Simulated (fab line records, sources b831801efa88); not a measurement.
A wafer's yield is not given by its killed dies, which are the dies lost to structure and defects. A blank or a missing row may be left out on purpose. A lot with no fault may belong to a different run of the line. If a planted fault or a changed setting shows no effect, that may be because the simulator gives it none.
fab line records	flow sky130	part 2 of 2: steps 44 to 44 of 44
[record] lots = 6	wafers = 18	last-day = 51
route steps=708 shown VIA3@591 METAL4@598 CAP2M@603 PAD_OPEN@708
lots untouched by any fault: they come from a run of this same line in which no faults occurred
start-h: hours from the record's opening day to when the first of the lot's shown wafers began	wait-h: hours from the lot's prior step to this one	" identical to the entry in the row above	L1.1+2: a single row standing in for several wafers	- value missing, or start not given	* or withheld: withheld	< > ~ a bound
route shown NAME@n: a module of which the file shows steps, and the number in the route of the first	usual: mean and standard deviation over wafers with no fault	same: alike in all rows	chamber/n: place in a boat	sites: each site's reading	_std_site: how widely they spread, as a standard deviation	_edge_site: inner sites' mean taken away from outer sites' mean	radius-mm: for every site, how far away it sits from the centre of the wafer	mask NAME#n: copy n	behind: the most recent tool/chamber to have shaped the wafer	hold: why the lot was held/for how many hours/how that ended	device: the transistor (n, p or np) that didn't switch	end of line: tests run on the same wafers once the route is complete	for a step that has no rows: nothing shown but its recipe	killed: dies lost to structure and defects at the first sort, not the wafer's yield	map: per-die view of a wafer (x killed, . not killed, _ where there is no die)
set.NAME: the run value of the setting; set.NAME@STEP: its run value at that earlier step	model.NAME: the simulator's own value behind a step, which no gauge read
a table for each step, a row for each wafer; lots at some steps of the route
services: the hour from which a tool's chamber was out of use, counted from the record's first day as start-h (under 0 if before that day), plus the number of hours and why
[[steps]]
[step SKY_PAD_OPEN_PROBE_99]
[usual] defect-limited-yield = 82.2/2.1	killed_at_M0_to_M3 = 44/7.4	killed_at_M4_up = 3.1/1.8	killed-at-contacts = 25/6	killed-at-front-end = 15/4.4	killed-at-other = 0.3/0.49	killed-dies = 88/10	killed-open = 48/7.4	killed-short = 39/6.3	sort_bin_3_pad_short = 0.9/0.4	sort_bin_5_function = 10.5/1.5	sort_bin_6_memory = 6.5/1.3	sort-n-pass = 404/10	sort-yield-pct = 82.2/2.1
[same] gross-dies = 492	killed-at-back-side = 0	sort_bin_4_leakage[%] = 0	sort_bin_8_speed[%] = 0
lot.wafer	tool	chamber	start-h	wait-h	defect-limited-yield[%]	killed_at_M0_to_M3	killed_at_M4_up	killed-at-contacts	killed-at-front-end	killed-at-other	killed-dies	killed-open	killed-short	sort_bin_3_pad_short[%]	sort_bin_5_function[%]	sort_bin_6_memory[%]	sort-n-pass	sort-yield-pct[%]	model.etest.cap-mim2.bv-v	model.etest.cap-mim2.leak-log10-a-cm2	model.etest.cap-mim2.c-ff-um2
L139.3	prober-02	-	1078.62	0.2	81.5	47	4	24	16	0	91	51	40	1.0	9.8	7.7	401	81.5	14.21	-8.856	2.315
L139.5	prober-02	-	1078.72	0.2	82.7	46	1	17	20	1	85	46	39	0.6	10.0	6.7	407	82.7	13.62	-9.246	2.3
L139.6	prober-02	-	1078.77	0.2	87.0	34	2	19	9	0	64	30	34	1.0	6.3	5.7	428	87.0	13.96	-8.927	2.353
L142.1	prober-01	-	1111.59	0.1	80.3	40	4	33	20	0	97	53	44	1.8	12.8	5.1	395	80.3	13.36	-8.986	2.374
L142.2	prober-01	-	1111.64	0.1	81.7	47	3	24	16	0	90	49	41	0.4	10.6	7.3	402	81.7	14.23	-9.084	2.337
L142.6	prober-01	-	1111.84	0.2	82.5	35	0	32	19	0	86	51	35	0.8	11.2	5.5	406	82.5	14.38	-9.137	2.341
L151.3	prober-02	-	1156.31	0.2	77.4	61	6	23	21	0	111	63	45	1.4	12.0	9.1	381	77.4	13.57	-8.754	2.371
L151.4	prober-02	-	1156.36	0.2	80.3	50	6	22	19	0	97	48	49	1.0	10.4	8.3	395	80.3	13.95	-9.166	2.274
L151.5	prober-02	-	1156.41	0.2	81.3	45	5	26	16	0	92	48	44	1.0	11.4	6.3	400	81.3	14.04	-8.999	2.331
L152.3	prober-01	-	1171.27	0.2	80.1	54	1	27	16	0	98	55	43	1.2	12.0	6.7	394	80.1	13.43	-8.812	2.381
L152.5	prober-01	-	1171.37	0.2	82.5	47	3	18	18	0	86	48	37	1.0	11.8	4.7	406	82.5	13.77	-9.026	2.289
L152.6	prober-01	-	1171.42	0.2	83.1	34	4	33	11	1	83	46	36	1.4	10.0	5.5	409	83.1	13.67	-8.97	2.377
L161.3	prober-01	-	1209.30	0.2	82.7	46	4	20	14	1	85	47	36	1.2	8.5	7.5	407	82.7	12.63	-8.663	2.578
L161.4	prober-01	-	1209.35	0.2	78.3	55	5	21	26	0	107	51	55	0.6	14.0	7.1	385	78.3	12.81	-8.569	2.487
L161.6	prober-01	-	1209.45	0.2	84.1	35	1	25	16	1	78	44	33	1.2	8.3	6.3	414	84.1	14.37	-9.053	2.326
L162.1	prober-01	-	1214.05	0.1	80.7	52	1	26	16	0	95	50	45	0.8	10.6	7.9	397	80.7	12.82	-8.687	2.547
L162.3	prober-01	-	1214.15	0.2	83.3	30	6	29	17	0	82	48	34	0.6	11.6	4.5	410	83.3	12.47	-8.386	2.631
L162.6	prober-01	-	1214.30	0.2	80.1	38	5	34	20	1	98	59	39	1.0	12.0	6.9	394	80.1	13.96	-8.988	2.339
// killed by level:class
L139.3 VIA3:geometric-particle:open=11 VIA1:geometric-particle:open=11 CONTACT:geometric-particle:open=7 LI_CONTACT:geometric-particle:open=6 LI_CONTACT:geometric-particle:short=5 VIA2:geometric-particle:open=5 FIELD_ISO:geometric-particle:short=4 METAL1:geometric-particle:short=4
L139.5 METAL1:geometric-particle:short=10 VIA1:geometric-particle:open=10 FIELD_ISO:geometric-particle:short=8 CONTACT:geometric-particle:open=8 VIA2:geometric-particle:open=7 POLY_GATE:geometric-particle:open=5 VIA2:geometric-particle:short=4 METAL2:geometric-particle:short=4
L139.6 LI_CONTACT:geometric-particle:open=8 VIA3:geometric-particle:open=6 METAL1:geometric-particle:short=5 CONTACT:geometric-particle:open=5 VIA2:geometric-particle:short=5 METAL3:geometric-particle:short=4 FIELD_ISO:geometric-particle:short=3 CONTACT:geometric-particle:short=3
L142.1 LI_CONTACT:geometric-particle:open=11 VIA1:geometric-particle:open=11 CONTACT:geometric-particle:open=9 LOCAL_INTERCONNECT:geometric-particle:short=7 FIELD_ISO:geometric-particle:short=6 METAL2:geometric-particle:short=6 POLY_GATE:geometric-particle:short=5 VIA1:geometric-particle:short=5
L142.2 VIA1:geometric-particle:open=14 VIA2:geometric-particle:open=9 VIA1:geometric-particle:short=8 LI_CONTACT:geometric-particle:open=6 CONTACT:geometric-particle:short=6 VIA3:geometric-particle:open=6 FIELD_ISO:geometric-particle:open=5 LI_CONTACT:geometric-particle:short=5
L142.6 CONTACT:geometric-particle:open=17 VIA1:geometric-particle:open=12 FIELD_ISO:geometric-particle:short=6 LI_CONTACT:geometric-particle:open=5 LOCAL_INTERCONNECT:geometric-particle:short=5 METAL3:geometric-particle:short=5 VIA3:geometric-particle:open=5 FIELD_ISO:geometric-particle:open=4
L151.3 VIA1:geometric-particle:open=11 VIA3:geometric-particle:open=10 CONTACT:geometric-particle:open=10 METAL1:geometric-particle:short=10 VIA2:geometric-particle:open=9 POLY_GATE:geometric-particle:open=8 METAL2:geometric-particle:short=7 LI_CONTACT:geometric-particle:open=5
L151.4 VIA1:geometric-particle:open=13 VIA2:geometric-particle:open=10 CONTACT:geometric-particle:open=8 METAL2:geometric-particle:short=8 POLY_GATE:geometric-particle:short=6 LI_CONTACT:geometric-particle:open=6 VIA1:geometric-particle:short=6 CONTACT:geometric-particle:short=5
L151.5 METAL2:geometric-particle:short=10 CONTACT:geometric-particle:open=10 LI_CONTACT:geometric-particle:open=8 METAL1:geometric-particle:short=7 VIA1:geometric-particle:open=7 VIA2:geometric-particle:open=6 FIELD_ISO:geometric-particle:short=4 SPACER:geometric-particle:short=4
L152.3 CONTACT:geometric-particle:open=13 VIA1:geometric-particle:open=12 VIA1:geometric-particle:short=8 METAL1:geometric-particle:short=6 LI_CONTACT:geometric-particle:open=6 POLY_GATE:geometric-particle:open=5 LI_CONTACT:geometric-particle:short=5 METAL2:geometric-particle:short=5
L152.5 VIA1:geometric-particle:open=12 CONTACT:geometric-particle:open=9 METAL1:geometric-particle:short=6 VIA2:geometric-particle:open=6 VIA1:geometric-particle:short=6 FIELD_ISO:geometric-particle:short=5 CONTACT:geometric-particle:short=5 METAL2:geometric-particle:short=5
L152.6 CONTACT:geometric-particle:open=11 VIA1:geometric-particle:open=10 CONTACT:geometric-particle:short=8 LI_CONTACT:geometric-particle:open=7 POLY_GATE:geometric-particle:short=5 VIA3:geometric-particle:short=5 VIA3:geometric-particle:open=4 POLY_CUT:geometric-particle:open=3
L161.3 VIA1:geometric-particle:open=10 VIA2:geometric-particle:open=9 LI_CONTACT:geometric-particle:open=8 CONTACT:geometric-particle:open=7 METAL1:geometric-particle:short=6 VIA1:geometric-particle:short=5 METAL2:geometric-particle:short=5 FIELD_ISO:geometric-particle:short=4
L161.4 METAL1:geometric-particle:short=11 VIA1:geometric-particle:open=11 POLY_GATE:geometric-particle:short=9 VIA2:geometric-particle:open=8 VIA3:geometric-particle:open=7 FIELD_ISO:geometric-particle:open=6 METAL2:geometric-particle:short=6 LI_CONTACT:geometric-particle:open=5
L161.6 CONTACT:geometric-particle:open=8 VIA2:geometric-particle:open=8 LI_CONTACT:geometric-particle:open=6 CONTACT:geometric-particle:short=6 VIA1:geometric-particle:open=6 VIA3:geometric-particle:open=5 FIELD_ISO:geometric-particle:short=4 POLY_GATE:geometric-particle:open=4
L162.1 VIA2:geometric-particle:open=9 LI_CONTACT:geometric-particle:open=8 CONTACT:geometric-particle:open=8 VIA3:geometric-particle:open=8 VIA1:geometric-particle:open=7 VIA3:geometric-particle:short=7 POLY_GATE:geometric-particle:open=5 POLY_GATE:geometric-particle:short=4
L162.3 CONTACT:geometric-particle:open=10 VIA2:geometric-particle:open=9 LI_CONTACT:geometric-particle:open=7 CONTACT:geometric-particle:short=7 FIELD_ISO:geometric-particle:open=4 VIA1:geometric-particle:open=4 POLY_GATE:geometric-particle:open=4 METAL4:geometric-particle:short=4
L162.6 CONTACT:geometric-particle:open=14 VIA1:geometric-particle:open=9 CONTACT:geometric-particle:short=8 VIA3:geometric-particle:open=8 FIELD_ISO:geometric-particle:open=7 VIA2:geometric-particle:open=7 LI_CONTACT:geometric-particle:open=6 METAL4:geometric-particle:short=5
[[services]]
tool	chamber	start-h	hours	kind
cmp-01	-	912.00	4.0	pm
rie-diel-04	0	916.28	13.4	repair
cmp-01	-	926.94	4.5	pm
cmp-01	-	931.99	0.6	repair
pecvd-02	1	941.01	5.4	repair
rie-diel-01	3	954.92	8.4	repair
rie-diel-04	2	961.69	24.4	repair
pvd-sputter-02	-	965.87	6.6	repair
cmp-01	-	966.19	0.7	repair
cvd-w-01	1	967.88	1.6	repair
plasma-asher-02	-	986.71	8.0	repair
pvd-sputter-02	-	987.41	4.3	repair
cmp-02	-	990.81	1.2	repair
rie-metal-04	-	1002.14	0.2	repair
pecvd-02	-	1003.34	2.8	pm
cmp-02	-	1018.53	4.6	pm
rie-diel-01	-	1037.64	4.3	pm
cvd-w-01	-	1082.22	2.8	pm
cmp-02	-	1084.04	4.0	pm
rie-diel-01	1	1084.37	7.1	repair
cvd-w-01	0	1085.39	18.1	repair
rie-diel-04	3	1089.70	3.3	repair
cmp-02	-	1099.50	0.8	repair
cmp-01	-	1110.06	5.3	pm
[[key]]
[first-sign] step = SKY_CAP2M_THK_MEAS_01	reading = CAP2M_CVD_00_THK	direction = down	sigmas = 6.2	usual = 15.60	struck = 14.20
[effect] step = SKY_METAL4_ETCH_17	reading = oes-product-au	direction = down	sigmas = 4.7	usual = 0.757	struck = 0.724
[model-effect] step = SKY_CAP2M_CVD_00	value = SiO2_of_CAP2M_CVD_00.thk-nm	without = 15.5	struck = 14.18
[model-effect] step = SKY_METAL4_ETCH_17	value = etch.depth-nm	without = 15.5	struck = 14.18
[model-effect] step = SKY_PAD_OPEN_PROBE_99	value = etest.cap-mim2.bv-v	without = 13.86	struck = 12.68
met-at SKY_CAP2M_CVD_00
struck-wafers L161.3,L161.4,L162.1,L162.3
onset-between 1025.30 1093.29
[fault] kind = process-parameter-drift	tool = pecvd-02	chamber = -	onset-h = 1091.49	steps = SKY_CAP2M_CVD_00	channel = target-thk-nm	offset = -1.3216	shape = step	end-h = 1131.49	scope = struck-wafers-only	acts-in = these-recipes-only	stated = 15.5
